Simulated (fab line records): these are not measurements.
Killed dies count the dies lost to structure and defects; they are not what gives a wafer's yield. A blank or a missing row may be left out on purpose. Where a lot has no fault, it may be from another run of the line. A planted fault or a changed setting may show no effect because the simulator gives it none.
Which tool was responsible? || flow gf180mcu || 72 wafers from 24 lots sampled at 5 of the route's 602 steps

== WHAT THE GAUGES READ, wafer by wafer ==
GF_LVPWELL_TW_MEAS_11.
{"lot": "L074", "measured": "day 3 22:01", "on": "film metro-02", "LVPWELL_TW": "560 562 562"}
{"lot": "L075", "measured": "day 4 03:53", "on": "film metro-01", "LVPWELL_TW": "563 554 558"}
{"lot": "L076", "measured": "day 4 09:50", "on": "film metro-03", "LVPWELL_TW": "557 559 559"}
{"lot": "L077", "measured": "day 4 14:10", "on": "film metro-01", "LVPWELL_TW": "555 557 555"}
{"lot": "L078", "measured": "day 4 19:13", "on": "film metro-01", "LVPWELL_TW": "556 555 555"}
{"lot": "L079", "measured": "day 5 00:49", "on": "film metro-02", "LVPWELL_TW": "567 570 568"}
{"lot": "L080", "measured": "day 5 06:51", "on": "film metro-02", "LVPWELL_TW": "568 567 564"}
{"lot": "L081", "measured": "day 5 15:36", "on": "film metro-01", "LVPWELL_TW": "555 555 554"}
{"lot": "L082", "measured": "day 5 20:53", "on": "film metro-03", "LVPWELL_TW": "556 557 559"}
{"lot": "L083", "measured": "day 6 01:39", "on": "film metro-02", "LVPWELL_TW": "564 562 565"}
{"lot": "L084", "measured": "day 6 05:46", "on": "film metro-01", "LVPWELL_TW": "553 555 556"}
{"lot": "L085", "measured": "day 6 09:11", "on": "film metro-01", "LVPWELL_TW": "556 555 557"}
{"lot": "L086", "measured": "day 6 17:29", "on": "film metro-01", "LVPWELL_TW": "553 554 554"}
{"lot": "L087", "measured": "day 6 22:58", "on": "film metro-01", "LVPWELL_TW": "553 556 556"}
{"lot": "L088", "measured": "day 7 03:25", "on": "film metro-02", "LVPWELL_TW": "561 564 562"}
{"lot": "L089", "measured": "day 7 12:52", "on": "film metro-01", "LVPWELL_TW": "554 554 557"}
{"lot": "L090", "measured": "day 7 18:46", "on": "film metro-01", "LVPWELL_TW": "555 555 553"}
{"lot": "L091", "measured": "day 7 22:28", "on": "film metro-01", "LVPWELL_TW": "554 558 556"}
{"lot": "L092", "measured": "day 8 03:13", "on": "film metro-01", "LVPWELL_TW": "560 558 561"}
{"lot": "L093", "measured": "day 8 08:20", "on": "film metro-01", "LVPWELL_TW": "560 558 556"}
{"lot": "L094", "measured": "day 8 14:58", "on": "film metro-01", "LVPWELL_TW": "557 561 560"}
{"lot": "L095", "measured": "day 8 20:23", "on": "film metro-02", "LVPWELL_TW": "558 558 559"}
{"lot": "L096", "measured": "day 9 02:33", "on": "film metro-01", "LVPWELL_TW": "559 560 558"}
{"lot": "L097", "measured": "day 9 07:43", "on": "film metro-03", "LVPWELL_TW": "557 561 561"}

GF_V1_BOW_MEAS_05.
{"lot": "L074", "measured": "day 17 09:50", "on": "film metro-02", "V1_BOW (um)": "95 76 71"}
{"lot": "L075", "measured": "day 17 13:16", "on": "film metro-02", "V1_BOW (um)": "89 80 83"}
{"lot": "L076", "measured": "day 18 02:33", "on": "film metro-02", "V1_BOW (um)": "84 84 97"}
{"lot": "L077", "measured": "day 18 06:34", "on": "film metro-02", "V1_BOW (um)": "87 87 90"}
{"lot": "L078", "measured": "day 18 14:48", "on": "film metro-02", "V1_BOW (um)": "77 86 82"}
{"lot": "L079", "measured": "day 19 00:38", "on": "film metro-04", "V1_BOW (um)": "85 82 82"}
{"lot": "L080", "measured": "day 19 10:24", "on": "film metro-04", "V1_BOW (um)": "81 78 83"}
{"lot": "L081", "measured": "day 20 00:38", "on": "film metro-02", "V1_BOW (um)": "75 77 83"}
{"lot": "L082", "measured": "day 20 12:13", "on": "film metro-04", "V1_BOW (um)": "78 87 86"}
{"lot": "L083", "measured": "day 20 17:58", "on": "film metro-04", "V1_BOW (um)": "92 98 89"}
{"lot": "L084", "measured": "day 20 23:46", "on": "film metro-04", "V1_BOW (um)": "73 97 75"}
{"lot": "L085", "measured": "day 21 10:41", "on": "film metro-01", "V1_BOW (um)": "72 76 72"}
{"lot": "L086", "measured": "day 21 20:24", "on": "film metro-02", "V1_BOW (um)": "80 85 89"}
{"lot": "L087", "measured": "day 22 00:10", "on": "film metro-01", "V1_BOW (um)": "73 85 88"}
{"lot": "L088", "measured": "day 22 14:29", "on": "film metro-04", "V1_BOW (um)": "86 79 91"}
{"lot": "L089", "measured": "day 22 21:19", "on": "film metro-01", "V1_BOW (um)": "73 81 84"}
{"lot": "L090", "measured": "day 23 08:02", "on": "film metro-02", "V1_BOW (um)": "77 90 72"}
{"lot": "L091", "measured": "day 23 11:13", "on": "film metro-04", "V1_BOW (um)": "70 71 72"}
{"lot": "L092", "measured": "day 23 18:35", "on": "film metro-04", "V1_BOW (um)": "77 76 90"}
{"lot": "L093", "measured": "day 23 23:49", "on": "film metro-02", "V1_BOW (um)": "82 95 66"}
{"lot": "L094", "measured": "day 24 09:37", "on": "film metro-02", "V1_BOW (um)": "81 74 87"}
{"lot": "L095", "measured": "day 24 15:49", "on": "film metro-02", "V1_BOW (um)": "78 78 74"}
{"lot": "L096", "measured": "day 25 00:30", "on": "film metro-04", "V1_BOW (um)": "72 80 86"}
{"lot": "L097", "measured": "day 25 05:18", "on": "film metro-02", "V1_BOW (um)": "91 91 98"}

GF_V1_THK_MEAS_25: measures by xrf.
{"lot": "L074", "measured": "day 18 10:19", "on": "film metro-01", "V1_W_THK (nm)": "351 357 353"}
{"lot": "L075", "measured": "day 18 14:05", "on": "film metro-04", "V1_W_THK (nm)": "352 363 352"}
{"lot": "L076", "measured": "day 19 02:54", "on": "film metro-04", "V1_W_THK (nm)": "355 348 357"}
{"lot": "L077", "measured": "day 19 07:51", "on": "film metro-01", "V1_W_THK (nm)": "361 353 363"}
{"lot": "L078", "measured": "day 19 16:10", "on": "film metro-04", "V1_W_THK (nm)": "341 346 343"}
{"lot": "L079", "measured": "day 20 02:34", "on": "film metro-02", "V1_W_THK (nm)": "354 352 357"}
{"lot": "L080", "measured": "day 20 11:44", "on": "film metro-02", "V1_W_THK (nm)": "354 352 357"}
{"lot": "L081", "measured": "day 21 01:55", "on": "film metro-01", "V1_W_THK (nm)": "350 351 352"}
{"lot": "L082", "measured": "day 21 13:24", "on": "film metro-02", "V1_W_THK (nm)": "353 350 353"}
{"lot": "L083", "measured": "day 21 18:41", "on": "film metro-02", "V1_W_THK (nm)": "355 351 353"}
{"lot": "L084", "measured": "day 22 00:50", "on": "film metro-04", "V1_W_THK (nm)": "357 355 357"}
{"lot": "L085", "measured": "day 22 12:05", "on": "film metro-04", "V1_W_THK (nm)": "352 351 353"}
{"lot": "L086", "measured": "day 22 20:55", "on": "film metro-04", "V1_W_THK (nm)": "349 352 354"}
{"lot": "L087", "measured": "day 23 01:16", "on": "film metro-04", "V1_W_THK (nm)": "349 349 354"}
{"lot": "L088", "measured": "day 23 14:36", "on": "film metro-02", "V1_W_THK (nm)": "348 353 349"}
{"lot": "L089", "measured": "day 23 21:33", "on": "film metro-02", "V1_W_THK (nm)": "353 356 346"}
{"lot": "L090", "measured": "day 24 07:11", "on": "film metro-02", "V1_W_THK (nm)": "348 347 352"}
{"lot": "L091", "measured": "day 24 11:16", "on": "film metro-01", "V1_W_THK (nm)": "356 362 353"}
{"lot": "L092", "measured": "day 24 17:38", "on": "film metro-02", "V1_W_THK (nm)": "348 347 349"}
{"lot": "L093", "measured": "day 24 22:39", "on": "film metro-01", "V1_W_THK (nm)": "357 353 356"}
{"lot": "L094", "measured": "day 25 08:18", "on": "film metro-02", "V1_W_THK (nm)": "352 354 353"}
{"lot": "L095", "measured": "day 25 13:46", "on": "film metro-01", "V1_W_THK (nm)": "358 355 358"}
{"lot": "L096", "measured": "day 25 23:28", "on": "film metro-01", "V1_W_THK (nm)": "362 359 362"}
{"lot": "L097", "measured": "day 26 04:11", "on": "film metro-02", "V1_W_THK (nm)": "356 355 357"}

GF_M4_OVL_MEAS_15.
{"lot": "L074", "measured": "day 23 15:23", "on": "overlay-02", "M4_OVL (nm)": "1 2 5"}
{"lot": "L075", "measured": "day 23 18:59", "on": "overlay-02", "M4_OVL (nm)": "13 0 5"}
{"lot": "L076", "measured": "day 24 06:29", "on": "overlay-01", "M4_OVL (nm)": "-1 6 3"}
{"lot": "L077", "measured": "day 24 12:31", "on": "overlay-02", "M4_OVL (nm)": "-1 -5 1"}
{"lot": "L078", "measured": "day 24 18:22", "on": "overlay-01", "M4_OVL (nm)": "-3 2 -1"}
{"lot": "L079", "measured": "day 25 05:16", "on": "overlay-02", "M4_OVL (nm)": "-6 7 -3"}
{"lot": "L080", "measured": "day 25 14:14", "on": "overlay-02", "M4_OVL (nm)": "-5 0 -7"}
{"lot": "L081", "measured": "day 25 23:31", "on": "overlay-02", "M4_OVL (nm)": "4 5 0"}
{"lot": "L082", "measured": "day 26 12:59", "on": "overlay-01", "M4_OVL (nm)": "-2 -2 -14"}
{"lot": "L083", "measured": "day 26 15:11", "on": "overlay-01", "M4_OVL (nm)": "2 -2 8"}
{"lot": "L084", "measured": "day 26 21:43", "on": "overlay-02", "M4_OVL (nm)": "3 -1 4"}
{"lot": "L085", "measured": "day 27 07:44", "on": "overlay-01", "M4_OVL (nm)": "-1 -1 -7"}
{"lot": "L086", "measured": "day 27 15:40", "on": "overlay-02", "M4_OVL (nm)": "-6 -4 5"}
{"lot": "L087", "measured": "day 27 17:40", "on": "overlay-01", "M4_OVL (nm)": "0 -5 -3"}
{"lot": "L088", "measured": "day 28 07:11", "on": "overlay-01", "M4_OVL (nm)": "0 -5 5"}
{"lot": "L089", "measured": "day 28 12:35", "on": "overlay-01", "M4_OVL (nm)": "0 -2 10"}
{"lot": "L090", "measured": "day 28 21:17", "on": "overlay-01", "M4_OVL (nm)": "3 5 17"}
{"lot": "L091", "measured": "day 28 23:41", "on": "overlay-02", "M4_OVL (nm)": "3 -1 5"}
{"lot": "L092", "measured": "day 29 06:41", "on": "overlay-01", "M4_OVL (nm)": "-10 -8 -1"}
{"lot": "L093", "measured": "day 29 11:13", "on": "overlay-02", "M4_OVL (nm)": "-7 -3 -1"}
{"lot": "L094", "measured": "day 29 18:47", "on": "overlay-01", "M4_OVL (nm)": "2 6 11"}
{"lot": "L095", "measured": "day 30 01:25", "on": "overlay-01", "M4_OVL (nm)": "7 8 8"}
{"lot": "L096", "measured": "day 30 08:53", "on": "overlay-02", "M4_OVL (nm)": "0 0 -10"}
{"lot": "L097", "measured": "day 30 12:32", "on": "overlay-01", "M4_OVL (nm)": "9 -3 -2"}

== TOOL THAT RAN EACH LOT (tool first, then ch and the chambers of the sampled wafers, then the start) ==
{"lot": "L074", "GF_V1_CMP_26": "cmp-01 ch 0,3, day 18 10:25"}
{"lot": "L075", "GF_V1_CMP_26": "cmp-02 ch 1,2,3, day 18 14:08"}
{"lot": "L076", "GF_V1_CMP_26": "cmp-02 ch 0,2,3, day 19 03:01"}
{"lot": "L077", "GF_V1_CMP_26": "cmp-02 ch 0,1,3, day 19 07:58"}
{"lot": "L078", "GF_V1_CMP_26": "cmp-02 ch 0,1, day 19 16:25"}
{"lot": "L079", "GF_V1_CMP_26": "cmp-01 ch 0,1,2, day 20 02:40"}
{"lot": "L080", "GF_V1_CMP_26": "cmp-01 ch 0,1,3, day 20 12:22"}
{"lot": "L081", "GF_V1_CMP_26": "cmp-02 ch 1,2,3, day 21 02:04"}
{"lot": "L082", "GF_V1_CMP_26": "cmp-01 ch 1,3, day 21 13:31"}
{"lot": "L083", "GF_V1_CMP_26": "cmp-01 ch 0,1,3, day 21 18:50"}
{"lot": "L084", "GF_V1_CMP_26": "cmp-02 ch 0,1, day 22 00:52"}
{"lot": "L085", "GF_V1_CMP_26": "cmp-02 ch 0,1,3, day 22 12:08"}
{"lot": "L086", "GF_V1_CMP_26": "cmp-01 ch 0,2,3, day 22 21:02"}
{"lot": "L087", "GF_V1_CMP_26": "cmp-01 ch 0,2,3, day 23 01:20"}
{"lot": "L088", "GF_V1_CMP_26": "cmp-02 ch 0,1,3, day 23 14:47"}
{"lot": "L089", "GF_V1_CMP_26": "cmp-01 ch 0,2, day 23 21:38"}
{"lot": "L090", "GF_V1_CMP_26": "cmp-02 ch 0,1,2, day 24 07:14"}
{"lot": "L091", "GF_V1_CMP_26": "cmp-01 ch 0,3, day 24 11:19"}
{"lot": "L092", "GF_V1_CMP_26": "cmp-02 ch 0,2,3, day 24 17:46"}
{"lot": "L093", "GF_V1_CMP_26": "cmp-01 ch 0,2,3, day 24 22:52"}
{"lot": "L094", "GF_V1_CMP_26": "cmp-02 ch 0,2,3, day 25 08:25"}
{"lot": "L095", "GF_V1_CMP_26": "cmp-01 ch 0,2, day 25 13:50"}
{"lot": "L096", "GF_V1_CMP_26": "cmp-02 ch 0,1,2, day 25 23:31"}
{"lot": "L097", "GF_V1_CMP_26": "cmp-02 ch 0,2,3, day 26 04:15"}
- GF_V1_CMP_26: polishes, stops on SiO2, t overpolish 15 s, target thk 0 nm.

== WHAT THE TOOLS THEMSELVES READ (means of the sampled wafers that have a number; where no wafer has one, the mark that the record gives instead) ==
GF_V1_CMP_26.
{"lot": "L074", "tool": "cmp-01", "motor current A (A)": 12.1, "overpolish run s (s)": 14.995, "slurry filter dp kPa (kPa)": 13.49, "time to endpoint s (s)": 82.7}
{"lot": "L075", "tool": "cmp-02", "motor current A (A)": 11.1, "overpolish run s (s)": 14.993, "slurry filter dp kPa (kPa)": 13.48, "time to endpoint s (s)": 88.0}
{"lot": "L076", "tool": "cmp-02", "motor current A (A)": 10.1, "overpolish run s (s)": 15.002, "slurry filter dp kPa (kPa)": 13.51, "time to endpoint s (s)": 83.2}
{"lot": "L077", "tool": "cmp-02", "motor current A (A)": 10.6, "overpolish run s (s)": 15.007, "slurry filter dp kPa (kPa)": 13.52, "time to endpoint s (s)": 85.5}
{"lot": "L078", "tool": "cmp-02", "motor current A (A)": 10.6, "overpolish run s (s)": 15.010, "slurry filter dp kPa (kPa)": 13.44, "time to endpoint s (s)": 82.4}
{"lot": "L079", "tool": "cmp-01", "motor current A (A)": 12.4, "overpolish run s (s)": 14.997, "slurry filter dp kPa (kPa)": 13.64, "time to endpoint s (s)": 84.2}
{"lot": "L080", "tool": "cmp-01", "motor current A (A)": 12.1, "overpolish run s (s)": 15.000, "slurry filter dp kPa (kPa)": 13.57, "time to endpoint s (s)": 83.9}
{"lot": "L081", "tool": "cmp-02", "motor current A (A)": 10.8, "overpolish run s (s)": 14.988, "slurry filter dp kPa (kPa)": 13.44, "time to endpoint s (s)": 82.6}
{"lot": "L082", "tool": "cmp-01", "motor current A (A)": 12.5, "overpolish run s (s)": 14.995, "slurry filter dp kPa (kPa)": 13.45, "time to endpoint s (s)": 80.4}
{"lot": "L083", "tool": "cmp-01", "motor current A (A)": 11.9, "overpolish run s (s)": 15.003, "slurry filter dp kPa (kPa)": 13.54, "time to endpoint s (s)": 81.7}
{"lot": "L084", "tool": "cmp-02", "motor current A (A)": 10.3, "overpolish run s (s)": 15.005, "slurry filter dp kPa (kPa)": 13.49, "time to endpoint s (s)": 83.3}
{"lot": "L085", "tool": "cmp-02", "motor current A (A)": 10.4, "overpolish run s (s)": 14.997, "slurry filter dp kPa (kPa)": 13.59, "time to endpoint s (s)": 83.8}
{"lot": "L086", "tool": "cmp-01", "motor current A (A)": 12.2, "overpolish run s (s)": 14.999, "slurry filter dp kPa (kPa)": 13.43, "time to endpoint s (s)": 82.0}
{"lot": "L087", "tool": "cmp-01", "motor current A (A)": 11.8, "overpolish run s (s)": 14.991, "slurry filter dp kPa (kPa)": 13.32, "time to endpoint s (s)": 79.5}
{"lot": "L088", "tool": "cmp-02", "motor current A (A)": 10.5, "overpolish run s (s)": 14.997, "slurry filter dp kPa (kPa)": 13.57, "time to endpoint s (s)": 83.2}
{"lot": "L089", "tool": "cmp-01", "motor current A (A)": 12.1, "overpolish run s (s)": 14.988, "slurry filter dp kPa (kPa)": 13.48, "time to endpoint s (s)": 78.2}
{"lot": "L090", "tool": "cmp-02", "motor current A (A)": 10.9, "overpolish run s (s)": 15.000, "slurry filter dp kPa (kPa)": 13.52, "time to endpoint s (s)": 79.7}
{"lot": "L091", "tool": "cmp-01", "motor current A (A)": 11.6, "overpolish run s (s)": 14.995, "slurry filter dp kPa (kPa)": 13.46, "time to endpoint s (s)": 79.2}
{"lot": "L092", "tool": "cmp-02", "motor current A (A)": 10.5, "overpolish run s (s)": 14.996, "slurry filter dp kPa (kPa)": 13.43, "time to endpoint s (s)": 82.8}
{"lot": "L093", "tool": "cmp-01", "motor current A (A)": 11.8, "overpolish run s (s)": 14.999, "slurry filter dp kPa (kPa)": 13.54, "time to endpoint s (s)": 79.4}
{"lot": "L094", "tool": "cmp-02", "motor current A (A)": 10.5, "overpolish run s (s)": 15.001, "slurry filter dp kPa (kPa)": 13.42, "time to endpoint s (s)": 79.6}
{"lot": "L095", "tool": "cmp-01", "motor current A (A)": 12.2, "overpolish run s (s)": 15.000, "slurry filter dp kPa (kPa)": 13.59, "time to endpoint s (s)": 81.5}
{"lot": "L096", "tool": "cmp-02", "motor current A (A)": 10.9, "overpolish run s (s)": 14.995, "slurry filter dp kPa (kPa)": 13.50, "time to endpoint s (s)": 84.9}
{"lot": "L097", "tool": "cmp-02", "motor current A (A)": 10.6, "overpolish run s (s)": 15.004, "slurry filter dp kPa (kPa)": 13.65, "time to endpoint s (s)": 86.6}

== THE ANSWER, worked out from the rows above alone ==
Rule: the usual values come from the lots themselves. Put in order of their means at a reading, lots are off if they are a third of the lots or fewer, leave a main group of 4 or more, and stand apart from it by a gap of 3 or more times the standard deviation of the main group's means; of several such gaps the widest counts. If all means in a main group match to the digits the tables above print for the reading, that group is not used. Also off: a lot with no number at a reading for which 4 or more lots have one. Any other lot the step has rows for is counted as sound. The gauges are gone through in route order, then the tools' own readings, and for those a lot's mean is taken as printed above. The first step at which some lot is off is used, and at that step the reading that is off furthest; a lot without a number counts as furthest.
Nothing can be told from this: no lot is off at any reading shown.

== WHAT THE SIMULATOR PUT IN ==
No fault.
